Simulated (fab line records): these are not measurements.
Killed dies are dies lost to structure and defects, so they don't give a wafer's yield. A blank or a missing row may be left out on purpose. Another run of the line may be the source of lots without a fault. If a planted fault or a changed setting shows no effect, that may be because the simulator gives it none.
What tool caused it? + flow sky130 + 12 lots with 36 wafers sampled at 5 steps, on a route of 708 steps

WHAT THE GAUGES SHOWED, per wafer
SKY_VIA1_RS_MEAS_22: a four-point-probe measurement.
| lot  | measured     | on            | VIA1_W_RS (ohm/sq) |
|------|--------------|---------------|--------------------|
| L637 | day 35 06:39 | film metro-02 | 0.424 0.427 0.427  |
| L640 | day 35 12:30 | film metro-02 | 0.431 0.429 0.432  |
| L639 | day 35 13:09 | film metro-04 | 0.427 0.427 0.426  |
| L641 | day 35 19:46 | film metro-03 | 0.427 0.426 0.425  |
| L642 | day 35 20:24 | film metro-02 | 0.431 0.433 0.433  |
| L643 | day 36 13:26 | film metro-04 | 0.425 0.429 0.426  |
| L645 | day 37 02:02 | film metro-04 | 0.428 0.434 0.429  |
| L644 | day 37 03:38 | film metro-03 | 0.426 0.422 0.424  |
| L651 | day 39 07:31 | film metro-03 | 0.416 0.423 0.421  |
| L652 | day 39 09:40 | film metro-03 | 0.423 0.423 0.426  |
| L654 | day 39 22:20 | film metro-02 | 0.425 0.427 0.429  |
| L655 | day 40 08:40 | film metro-02 | 0.430 0.428 0.426  |

SKY_VIA2_THK_MEAS_01.
| lot  | measured     | on            | VIA2_HDPCVD_THK (nm) |
|------|--------------|---------------|----------------------|
| L637 | day 36 10:56 | film metro-04 | 1200 1187 1191       |
| L640 | day 36 15:55 | film metro-01 | 1150 1170 1158       |
| L639 | day 36 17:08 | film metro-01 | 1186 1195 1188       |
| L641 | day 36 23:34 | film metro-01 | 1203 1195 1199       |
| L642 | day 37 00:17 | film metro-04 | 1162 1172 1171       |
| L643 | day 37 17:20 | film metro-04 | 2402 2361 2380       |
| L645 | day 38 06:28 | film metro-03 | 2338 2350 2346       |
| L644 | day 38 07:22 | film metro-04 | 1147 1201 1174       |
| L651 | day 40 09:46 | film metro-03 | 1191 1181 1181       |
| L652 | day 40 12:54 | film metro-01 | 2334 2348 2340       |
| L654 | day 41 00:53 | film metro-03 | 1195 1186 1178       |
| L655 | day 41 10:48 | film metro-03 | 1183 1177 1167       |

EACH LOT AND THE TOOL THAT RAN IT (in order: tool; ch and the chambers of the sampled wafers; start)
| lot  | SKY_METAL2_SPUTTER_00        | SKY_METAL2_SPUTTER_01        | SKY_VIA2_HDPCVD_00               |
|------|------------------------------|------------------------------|----------------------------------|
| L637 | pvd sputter-03, day 35 07:07 | pvd sputter-03, day 35 07:08 | hdpcvd-01 ch 0, day 36 10:44     |
| L640 | pvd sputter-02, day 35 12:58 | pvd sputter-02, day 35 12:59 | hdpcvd-01 ch 1,2, day 36 15:47   |
| L639 | pvd sputter-04, day 35 13:37 | pvd sputter-04, day 35 13:38 | hdpcvd-02 ch 0,1,2, day 36 17:00 |
| L641 | pvd sputter-03, day 35 20:15 | pvd sputter-03, day 35 20:16 | hdpcvd-02 ch 0,1, day 36 23:26   |
| L642 | pvd sputter-04, day 35 20:53 | pvd sputter-04, day 35 20:54 | hdpcvd-01 ch 0,1,2, day 37 00:09 |
| L643 | pvd sputter-02, day 36 13:52 | pvd sputter-02, day 36 13:53 | hdpcvd-02 ch 0,1,2, day 37 16:54 |
| L645 | pvd sputter-04, day 37 02:30 | pvd sputter-04, day 37 02:31 | hdpcvd-01 ch 0,1, day 38 06:02   |
| L644 | pvd sputter-04, day 37 04:03 | pvd sputter-04, day 37 04:04 | hdpcvd-02 ch 0,1,2, day 38 07:16 |
| L651 | pvd sputter-04, day 39 07:59 | pvd sputter-04, day 39 08:01 | hdpcvd-02 ch 0,1,2, day 40 09:38 |
| L652 | pvd sputter-03, day 39 10:14 | pvd sputter-03, day 39 10:15 | hdpcvd-02 ch 1,2, day 40 12:28   |
| L654 | pvd sputter-04, day 39 22:47 | pvd sputter-04, day 39 22:49 | hdpcvd-02 ch 0,2, day 41 00:45   |
| L655 | pvd sputter-02, day 40 09:29 | pvd sputter-02, day 40 09:31 | hdpcvd-02 ch 1,2, day 41 10:39   |
- SKY_METAL2_SPUTTER_00: material Ti, target thk 15 nm, time 10 s.
- SKY_METAL2_SPUTTER_01: material TiN, target thk 20 nm, time 16.7 s.
- SKY_VIA2_HDPCVD_00: deposits SiO2, target thk 1180 nm, time 196.7 s.

WHAT THE TOOLS THEMSELVES READ (means of the sampled wafers that have a number; where no wafer has one, the mark that the record gives instead)
SKY_METAL2_SPUTTER_00.
| lot  | tool           | throttle valve pct (%) |
|------|----------------|------------------------|
| L637 | pvd sputter-03 | 29.7                   |
| L640 | pvd sputter-02 | 27.9                   |
| L639 | pvd sputter-04 | 29.5                   |
| L641 | pvd sputter-03 | 29.5                   |
| L642 | pvd sputter-04 | 30.3                   |
| L643 | pvd sputter-02 | 28.9                   |
| L645 | pvd sputter-04 | 29.8                   |
| L644 | pvd sputter-04 | 29.0                   |
| L651 | pvd sputter-04 | 29.8                   |
| L652 | pvd sputter-03 | 29.6                   |
| L654 | pvd sputter-04 | 30.0                   |
| L655 | pvd sputter-02 | 29.5                   |

SKY_METAL2_SPUTTER_01.
| lot  | tool           | throttle valve pct (%) |
|------|----------------|------------------------|
| L637 | pvd sputter-03 | 29.7                   |
| L640 | pvd sputter-02 | 27.8                   |
| L639 | pvd sputter-04 | 29.5                   |
| L641 | pvd sputter-03 | 29.7                   |
| L642 | pvd sputter-04 | 30.4                   |
| L643 | pvd sputter-02 | 28.7                   |
| L645 | pvd sputter-04 | 29.9                   |
| L644 | pvd sputter-04 | 29.3                   |
| L651 | pvd sputter-04 | 29.9                   |
| L652 | pvd sputter-03 | 29.4                   |
| L654 | pvd sputter-04 | 30.0                   |
| L655 | pvd sputter-02 | 29.7                   |

THE ANSWER, worked out from the rows above alone
Rule: the usual values come from the lots themselves. The widest of any qualifying gaps counts: lots, ordered by their means at a reading, are off when they make up no more than a third of the lots, leave a main group of 4 or more, and stand apart from it by 3 or more times the standard deviation of that group's means. The tables above print the reading to a certain number of digits; a main group whose means all agree to those digits is not used. A lot without any number at a reading at which 4 lots or more have one is off too. All remaining lots with rows at the step are treated as sound. After the gauges, taken in route order, come the tools' own readings; for these a lot's mean is taken, as printed above. At the first step where some lot is off, the reading lying furthest off is the one used; lots without a number count as furthest.
Off: L643, L645, L652, at SKY_VIA2_THK_MEAS_01 (VIA2_HDPCVD_THK). Main group: mean 1181 nm, sd 12.
A tool fits if, at a process step before that reading, it ran every lot that is off, and no sound lot after the first of them. Those tools and the gauges at SKY_VIA2_THK_MEAS_01 are tried in the same way. None of those tried fits.

WHAT THE SIMULATOR HAD PUT IN
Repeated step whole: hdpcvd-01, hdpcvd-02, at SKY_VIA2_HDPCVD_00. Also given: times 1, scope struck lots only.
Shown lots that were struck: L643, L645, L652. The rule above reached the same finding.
